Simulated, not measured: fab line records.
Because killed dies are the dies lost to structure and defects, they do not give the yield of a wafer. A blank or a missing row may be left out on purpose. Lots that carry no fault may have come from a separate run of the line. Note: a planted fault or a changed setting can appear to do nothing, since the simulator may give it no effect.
Chamber matching :: flow sky130 :: 4 sister chambers for SKY_VIA2_CMP_24 on cmp-02
The step polishes, stops on SiO2, t overpolish 20 s, target thk 0 nm. 4 wafers are shown with their chamber, then 7 later ones without.

== WAFERS WITH THEIR CHAMBER ==
wafer: L302.5
chamber: 2
motor-current-A (A): 10.3

wafer: L307.1
chamber: 0
motor-current-A (A): 10.8

wafer: L307.2
chamber: 1
motor-current-A (A): 10.9

wafer: L309.5
chamber: 3
motor-current-A (A): 12.4

== WAFERS WITHOUT THEIR CHAMBER ==
wafer: L309.6
motor-current-A (A): 10.8

wafer: L310.2
motor-current-A (A): 10.8

wafer: L310.5
motor-current-A (A): 10.4

wafer: L310.6
motor-current-A (A): 10.4

wafer: L312.3
motor-current-A (A): 12.5

wafer: L312.4
motor-current-A (A): 10.0

wafer: L312.6
motor-current-A (A): 10.7

== CHAMBER TAKEN BY EACH ==
wafer: L309.6
from the rows above: can't be placed: 0 or 1
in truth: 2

wafer: L310.2
from the rows above: can't be placed: 0 or 1
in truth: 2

wafer: L310.5
from the rows above: 2
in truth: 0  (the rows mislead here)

wafer: L310.6
from the rows above: 2
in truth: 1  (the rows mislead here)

wafer: L312.3
from the rows above: 3
in truth: 3

wafer: L312.4
from the rows above: 2
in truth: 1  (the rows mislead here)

wafer: L312.6
from the rows above: can't be placed: 0 or 1
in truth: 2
1 of 7 placed correctly. From these rows, 3 cannot be placed; in 0 the true chamber is one of the candidates. Number placed wrongly: 3.
How it was worked out, from the rows above alone: a wafer's distance from a chamber is the root of the sum, over the readings, of the square of ((its reading less the chamber's mean) divided by the reading's scatter). The wafer belongs to the nearest chamber; if the next one is less than 2 further off, it can't be placed. For every chamber, the mean is computed from those of its wafers that are shown. The scatter (one wafer shown for each chamber): square how far every hidden wafer sits from the nearest shown wafer, average those squares and take the square root.
